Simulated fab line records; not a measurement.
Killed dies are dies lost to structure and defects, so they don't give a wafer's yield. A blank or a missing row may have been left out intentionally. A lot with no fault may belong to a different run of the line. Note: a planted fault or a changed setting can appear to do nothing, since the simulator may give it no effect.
A struck lot beside a sound one / flow sfq line / 15 steps out of a route of 325
Sound: these wafers, L869.3, L869.4, L869.6. Struck: wafer L877.4 (left out: L877.2, L877.3 of the same lot, which were not struck); the cause appears at the end.
At each step with rows: each side's tool, then ch and its chambers, then its first start. Under that, the readings that differ: sound wafers / struck wafers / difference of the means / sigmas: that difference in standard deviations of wafers without a fault.
alike: same words and numbers on both sides, and readings whose means sit less than 2 such deviations apart. not compared: any withheld reading, any reading some wafer has no value for, any bound like >300 that may hide the same value, and any number with overlapping values for which the record gives no deviation.
The two part at a step that has a row with sigmas, a row that says differs or no value, or rows on one side only. When numbers do not overlap yet have no deviation, they are printed without sigmas and do not part them. A reading that every wafer of one side lacks parts them only if that side has two wafers or more.

first, 1 step without rows for these wafers: SFQ_TRILAYER_M2_STRIP_SOLV_CLEAN_062 (cleans in NMP, time 600 s).
SFQ_TRILAYER_I2_DEP_PECVD_063: deposits SiO2 from SiH4/N2O, time 111.11 s, target thk 500 nm.
  sound on pecvd-02 ch 0,1, day 32 06:01; struck on pecvd-03 ch 0, day 35 09:40
  alike: heater power w, throttle valve pct
SFQ_TRILAYER_I2_CMP_CMP_064: polishes SiO2.
  sound on cmp-01 ch 0,1, day 32 06:42; struck on cmp-02 ch 0, day 36 00:35
  alike: motor current A, time to endpoint s
SFQ_I2_BOW_MEAS_917:
  sound: film metro-01 at day 32 09:44; struck: film metro-03 at day 36 03:37
reading=I2_BOW (um); sound=16 25 15; struck=-7; difference=-26; sigmas=-3
SFQ_TRILAYER_I2_METRO_MEASURE_065:
  sound: film metro-01 at day 32 10:13; struck: film metro-03 at day 36 03:55
  alike: thk nm
then, 6 steps without rows for these wafers: SFQ_TRILAYER_I2_VIA_LITHO_COAT_072 (resist thk 62 nm); SFQ_TRILAYER_I2_VIA_LITHO_COAT_067 (resist thk 650 nm); SFQ_TRILAYER_I2_VIA_LITHO_SOFTBAKE_071; SFQ_TRILAYER_I2_VIA_LITHO_EXPOSE_068 (exposes mask I2, target cd 500 nm); SFQ_TRILAYER_I2_VIA_LITHO_PEB_070 (peb time 60 s); SFQ_TRILAYER_I2_VIA_LITHO_DEVELOP_069 (time 60 s).
-- the record jumps here: 5 days lie between the struck wafers' starts before and after --
SFQ_I2_OVL_MEAS_918:
  sound: overlay-01 at day 38 11:56; struck: overlay-01 at day 41 11:23
  alike: I2_OVL
SFQ_TRILAYER_I2_VIA_BARC_OPEN_VIA_ETCH_096: etches BARC in O2, target depth 125 nm, time 41.7 s.
  sound on rie diel-01 ch 1,2,3, day 38 11:57; struck on rie diel-01 ch 3, day 41 11:25
reading=oes product au (a.u.); sound=0.683 0.681 0.683; struck=0.655; difference=-0.027; sigmas=-6
reading=run length s (s); sound=70.3 69.8 69.1; struck=73.4; difference=+3.7; sigmas=+7
reading=model.KrF_of_TRILAYER_I2_VIA_LITHO_COAT_067.thk nm (nm); sound=575.8 576.8 577.6; struck=565.4; difference=-11.3; sigmas=
  alike: drypump motor current A
  not compared: rf hours counter h
SFQ_TRILAYER_I2_VIA_ETCH_VIA_ETCH_070: etches SiO2 in CHF3, stops on Nb, target depth 260 nm.
  sound on rie diel-01 ch 1,2,3, day 38 11:59; struck on rie diel-01 ch 3, day 41 11:27
reading=model.KrF_of_TRILAYER_I2_VIA_LITHO_COAT_067.thk nm (nm); sound=530.4 533.5 534.4; struck=520.6; difference=-12.2; sigmas=
  alike: drypump motor current A, oes product au
SFQ_TRILAYER_I2_VIA_STRIP_STRIP_071: strips in O2.
  sound on rie metal-01 ch 0,1, day 38 12:19; struck on rie metal-03 ch 1, day 41 11:34
  alike: drypump motor current A, he backside leak sccm, oes product au
  not compared: rf hours counter h

WHERE THEY PART
Last at SFQ_TRILAYER_I2_VIA_BARC_OPEN_VIA_ETCH_096 as far as this record goes, first at SFQ_I2_BOW_MEAS_917. Later steps at which nothing parts them and some readings are alike: SFQ_TRILAYER_I2_VIA_ETCH_VIA_ETCH_070, SFQ_TRILAYER_I2_VIA_STRIP_STRIP_071.

WHY: what the simulator had put in
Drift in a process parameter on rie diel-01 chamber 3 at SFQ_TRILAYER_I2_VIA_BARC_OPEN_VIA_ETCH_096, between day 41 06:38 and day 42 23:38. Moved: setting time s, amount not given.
